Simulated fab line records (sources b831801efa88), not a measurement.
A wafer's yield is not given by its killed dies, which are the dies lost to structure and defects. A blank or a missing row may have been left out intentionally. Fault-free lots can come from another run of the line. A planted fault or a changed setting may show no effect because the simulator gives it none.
Problem report, 8D (eight disciplines) form, completed by code    flow gf180mcu    the parts of the form that need people (team, actions taken, sign-off) are left out

1. WHAT IS WRONG
stripTimeToEndpointS at GF_M4_STRIP_17 reads a mean of 7.48 s on 3 wafers of 2 lots; wafers without a fault read 7.89 s with a standard deviation of 0.045. Measured from the usual mean, that is -9.2 standard deviations.
The step: strips in O2/N2.
First observed at day 27 10:04: wafer L953.3, on plasmaAsher-02. Wafers with a number at this step in the record: 35, from 12 lots. The rule behind "out" and "out of limits": a value lying over 4 standard deviations away from the usual mean. The other wafers with a number count as sound.

2. WHAT THIS IS AND IS NOT
question                     is                      is not
which readings at this step  stripTimeToEndpointS    drypumpMotorCurrentA, n2FlowSccm
which lots                   L953, L954              L942, L943, L944, L945, L948, L950, L951, L955, L963, L964
which wafers of those lots   L953.3, L954.1, L954.3  L953.5, L953.6
read on which tools          plasmaAsher-02          plasmaAsher-01, plasmaAsher-03
when                         from day 27 10:04       up to then (23 sound wafers); but 9 sound wafers of L955, L963, L964 came after

3. THE SUSPECTS, EACH WITH WHAT RULES IT OUT
Counting: if a tool at a process step up to the reading ran every lot that is out, it stays a suspect. Sound lots after the first of them don't rule it out here, since some wafers of a struck lot are sound.
- plasmaAsher-02 at GF_V3_STRIP_18 (strips in O2/N2): kept. It ran every lot that is out, first L953 (day 26 11:54); its last sound lot up to then is L951 (day 25 21:38).
- lithoTrack-03 at GF_M4_COAT_09 (resist thk 1000 nm): kept. It ran every lot that is out, first L953 (day 26 23:57); its last sound lot up to then is L951 (day 26 09:11).
- plasmaAsher-02 at GF_M4_STRIP_17 (strips in O2/N2): kept. It ran every lot that is out, first L953 (day 27 10:04); its last sound lot up to then is L951 (day 26 19:45). Out on those wafers are its own readings of stripTimeToEndpointS.
Left after counting: plasmaAsher-02 at GF_V3_STRIP_18, lithoTrack-03 at GF_M4_COAT_09, plasmaAsher-02 at GF_M4_STRIP_17.

4. THE CAUSE (what the simulator had put in)
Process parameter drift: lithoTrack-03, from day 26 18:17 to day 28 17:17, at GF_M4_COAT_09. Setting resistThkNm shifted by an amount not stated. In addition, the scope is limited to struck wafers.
Of the 3 suspects that counting leaves, this tool is one.

5. THE EFFECT CHAIN, in route order
Each row: a reading where the mean over the struck wafers with a number is more than 3 standard deviations away from the usual. Only readings whose record carries a usual standard deviation are examined. hours: median over the lots of the time between each lot's start at the first step of this table that gives one and its start at this step. sigmas: the change, counted in usual standard deviations.
hours  step            reading               usual       on struck wafers  change  sigmas
0      GF_M4_STRIP_17  oesProductAu          0.558 a.u.  0.542             -0.016  -3.3
0      GF_M4_STRIP_17  stripTimeToEndpointS  7.89 s      7.48              -0.41   -9.2
Process steps it contains:
- GF_M4_STRIP_17: strips in O2/N2.

6. HOW IT WOULD HAVE BEEN CAUGHT EARLIER
16 hours passed between the start of the fault at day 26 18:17 and the first reading out of limits in this record, taken at day 27 10:04.
An alarm limit of 4 standard deviations would not have fired on the tool readings at GF_M4_COAT_09 for which the record gives a usual standard deviation, since none of them was out on any struck wafer.
The start of GF_M4_COAT_09 on lithoTrack-03 came by day 27 10:04 for every one of the lots that are out (2). Had the tool been put on hold then, not one of them would have been saved.
